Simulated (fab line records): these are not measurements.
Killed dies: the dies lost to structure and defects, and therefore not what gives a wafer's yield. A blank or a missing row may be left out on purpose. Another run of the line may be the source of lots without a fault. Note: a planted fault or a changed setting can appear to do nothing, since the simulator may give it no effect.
A struck lot beside a sound one    flow sfqLine    19 out of 325 route steps
Sound: the wafers L951.1, L951.3, L951.4. Struck: wafer L963.4 (left out: L963.2, a lot-mate that was not struck); the cause follows at the end.
Each step with rows lists, per side, the tool, then ch with its chambers, then its first start. Under that, the readings that differ: sound wafers    struck wafers    difference of the means    sigmas: that difference in standard deviations of wafers without a fault.
alike: same words and numbers on both sides, and readings whose means sit less than 2 such deviations apart. not compared: any withheld reading, any reading some wafer has no value for, any bound like >300 that may hide the same value, and any number with overlapping values for which the record gives no deviation.
A row with sigmas, a row that says differs or no value, or rows on one side alone: a step with any of these is where the two part. When numbers do not overlap yet have no deviation, they are printed without sigmas and do not part them. A reading missing from all wafers of one side parts the sides only when that side holds two or more wafers.

first, 1 step without rows for these wafers: SFQ_TRILAYER_M0_STRIP_SOLV_CLEAN_026 (cleans in NMP, time 600 s).
SFQ_TRILAYER_I0_DEP_PECVD_027: deposits SiO2 from SiH4/N2O, time 111.11 s, target thk 500 nm.
  sound on pecvd-01 ch 0,1, day 15 10:59; struck on pecvd-01 ch 2, day 20 01:19
  alike: heaterPowerW, showerheadVppV, throttleValvePct
SFQ_TRILAYER_I0_CMP_CMP_028: polishes SiO2.
  sound on cmp-02 ch 0,1,3, day 15 17:15; struck on cmp-02 ch 2, day 20 03:59
reading              sound        struck  difference  sigmas
timeToEndpointS (s)  225 221 219  197     -25         -3
  alike: motorCurrentA, slurryFlowMlMin
SFQ_I0_BOW_MEAS_907:
  sound: filmMetro-01 at day 15 19:45; struck: filmMetro-04 at day 20 06:01
  alike: I0_BOW
SFQ_TRILAYER_I0_METRO_MEASURE_029:
  sound: filmMetro-01 at day 15 19:52; struck: filmMetro-04 at day 20 06:19
  alike: thkNm
then, 6 steps without rows for these wafers: SFQ_TRILAYER_I0_VIA_LITHO_COAT_036 (resist thk 62 nm); SFQ_TRILAYER_I0_VIA_LITHO_COAT_031 (resist thk 650 nm); SFQ_TRILAYER_I0_VIA_LITHO_SOFTBAKE_035; SFQ_TRILAYER_I0_VIA_LITHO_EXPOSE_032 (exposes mask I0, target cd 500 nm); SFQ_TRILAYER_I0_VIA_LITHO_PEB_034 (peb time 60 s); SFQ_TRILAYER_I0_VIA_LITHO_DEVELOP_033 (time 60 s).
-- the record jumps here: 7 days lie between the struck wafers' starts before and after --
SFQ_I0_OVL_MEAS_908:
  sound: overlay-02 at day 21 16:22; struck: overlay-02 at day 26 20:43
  alike: I0_OVL
SFQ_TRILAYER_I0_VIA_BARC_OPEN_VIA_ETCH_046: etches BARC in O2, target depth 125 nm, time 41.7 s.
  sound on rieDiel-04 ch 0,1,2, day 21 16:24; struck on rieDiel-04 ch 2, day 26 20:45
reading                                                 sound            struck  difference  sigmas
model.KrF_of_TRILAYER_I0_VIA_LITHO_COAT_031.thkNm (nm)  571.6 572 572.4  576     +4          
  alike: drypumpMotorCurrentA, oesProductAu
  not compared: rfHoursCounterH
SFQ_TRILAYER_I0_VIA_ETCH_VIA_ETCH_034: etches SiO2 in CHF3, stops on Nb, target depth 260 nm.
  sound on rieDiel-04 ch 0,1,2, day 21 16:26; struck on rieDiel-04 ch 2, day 26 20:47
reading                                                 sound              struck  difference  sigmas
model.KrF_of_TRILAYER_I0_VIA_LITHO_COAT_031.thkNm (nm)  526.1 526.8 527.9  530.9   +4.0        
  alike: drypumpMotorCurrentA, oesProductAu
SFQ_TRILAYER_I0_VIA_STRIP_STRIP_035: strips in O2.
  sound on rieMetal-04 ch 0,1, day 21 16:34; struck on rieMetal-03 ch 1, day 26 21:06
reading                   sound           struck  difference  sigmas
drypumpMotorCurrentA (A)  5.27 5.29 5.16  5.76    +0.52       +3
  alike: oesProductAu
  not compared: rfHoursCounterH
then, 2 steps without rows for these wafers: SFQ_TRILAYER_I0_VIA_STRIP_SOLV_CLEAN_036 (cleans in NMP, time 600 s); SFQ_TRILAYER_M1_DEP_PRE_CLEAN_038 (time 22.5 s).
SFQ_TRILAYER_M1_DEP_SPUTTER_037: material Nb, target thk 200 nm, time 133.3 s.
  sound: pvdSputter-04 at day 21 17:22; struck: pvdSputter-03 at day 26 22:18
  alike: throttleValvePct
SFQ_M1_RS_MEAS_909: uses a four-point probe to measure.
  sound: filmMetro-03 at day 21 17:27; struck: filmMetro-04 at day 26 22:42
  alike: M1_NB_RS
  not compared: hold

WHERE THEY PART
First at SFQ_TRILAYER_I0_CMP_CMP_028; last, within this record, at SFQ_TRILAYER_I0_VIA_STRIP_STRIP_035. Later steps at which nothing parts them and some readings are alike: SFQ_TRILAYER_M1_DEP_SPUTTER_037, SFQ_M1_RS_MEAS_909.

WHY: the cause the simulator had injected
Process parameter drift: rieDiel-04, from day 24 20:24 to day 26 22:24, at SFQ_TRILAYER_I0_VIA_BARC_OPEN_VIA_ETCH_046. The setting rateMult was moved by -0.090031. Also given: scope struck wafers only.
